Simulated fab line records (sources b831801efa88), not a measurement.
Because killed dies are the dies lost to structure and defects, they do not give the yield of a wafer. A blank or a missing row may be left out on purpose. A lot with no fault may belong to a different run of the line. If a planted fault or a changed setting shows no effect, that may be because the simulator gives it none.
Struck lot and sound lot, side by side || flow gf180mcu || 16 out of 602 route steps
Sound: the wafers L440.3, L440.4, L440.5. Wafers struck: L455.1, L455.2, L455.3. The cause is named last.
At each step with rows: each side's tool, then ch and its chambers, then its first start. Under that, the readings that differ: sound wafers || struck wafers || difference of the means || sigmas: that difference in standard deviations of wafers without a fault.
alike: a reading whose means differ by less than 2 such deviations, as well as words and numbers matching on both sides. not compared: withheld readings; readings where some wafer has no value; bounds like >300 that might hide an equal value; numbers whose values overlap and for which the record gives no deviation.
Wherever a step has rows on one side only, a row that says differs or no value, or a row with sigmas, the two part there. When numbers do not overlap yet have no deviation, they are printed without sigmas and do not part them. A reading that every wafer of one side lacks parts them only if that side has two wafers or more.

first, 1 step without rows for these wafers: GF_HV_LDD_IMPLANT_09.
GF_HV_LDD_STRIP_10: strips in O2/N2.
  sound on plasma_asher-04 ch 0,1, day 10 17:49; struck on plasma_asher-02 ch 0,1, day 15 14:08
  alike: drypump_motor_current_A, heater_power_w, oes_product_au, strip_time_to_endpoint_s
  not compared: rf_hours_counter_h
GF_HV_LDD_TW_MEAS_11:
  sound on film_metro-04, day 10 17:54; struck on film_metro-03, day 15 14:14
{"reading": "HV_LDD_TW", "sound": "2388 2378 2372", "struck": "2442 2438 2430", "difference": "+57", "sigmas": "+2"}
then, 7 steps without rows for these wafers: GF_HV_LDD_DEHYDRATE_12 (time 60 s); GF_HV_LDD_HMDS_13 (prime time 60 s); GF_HV_LDD_COAT_14 (resist thk 1000 nm); GF_HV_LDD_SOFTBAKE_15 (time 60 s); GF_HV_LDD_EXPOSE_16 (exposes mask Pplus LV AREA, target cd 400 nm); GF_HV_LDD_PEB_17; GF_HV_LDD_DEVELOP_18 (develop time 60 s).
GF_HV_LDD_CD_MEAS_19: the cd target is 400 nm.
  sound on cd_sem-01, day 11 11:28; struck on cd_sem-02, day 16 12:18
  alike: cd_nm
GF_HV_LDD_OVL_MEAS_20:
  sound on overlay-01, day 11 11:34; struck on overlay-02, day 16 12:25
  alike: HV_LDD_01_OVL
GF_HV_LDD_IMPLANT_21:
  sound on implanter-02 ch 0, day 11 11:38; struck on implanter-03, day 16 12:28
  no value came back on the struck wafers for beam_energy_keV, beam_on_s (s), implant_ion_amu; on the sound wafers beam_energy_keV reads 24.991 24.983 24.998
GF_HV_LDD_STRIP_22: strips in O2/N2.
  sound on plasma_asher-01 ch 0,1, day 11 11:46; struck on plasma_asher-02 ch 0,1, day 16 12:37
  alike: drypump_motor_current_A, heater_power_w, oes_product_au, strip_time_to_endpoint_s
  not compared: rf_hours_counter_h
GF_HV_LDD_TW_MEAS_23:
  sound on film_metro-03, day 11 11:51; struck on film_metro-03, day 16 12:43
{"reading": "HV_LDD_2_TW", "sound": "1060 1059 1065", "struck": "30 30 30", "difference": -1031, "sigmas": "-99 or more"}
then, 1 step without rows for these wafers: GF_HV_LDD_DEHYDRATE_24 (time 60 s).

WHERE THEY PART
Earliest at GF_HV_LDD_TW_MEAS_11; latest, in this record, at GF_HV_LDD_TW_MEAS_23.

WHY: what the simulator had put in
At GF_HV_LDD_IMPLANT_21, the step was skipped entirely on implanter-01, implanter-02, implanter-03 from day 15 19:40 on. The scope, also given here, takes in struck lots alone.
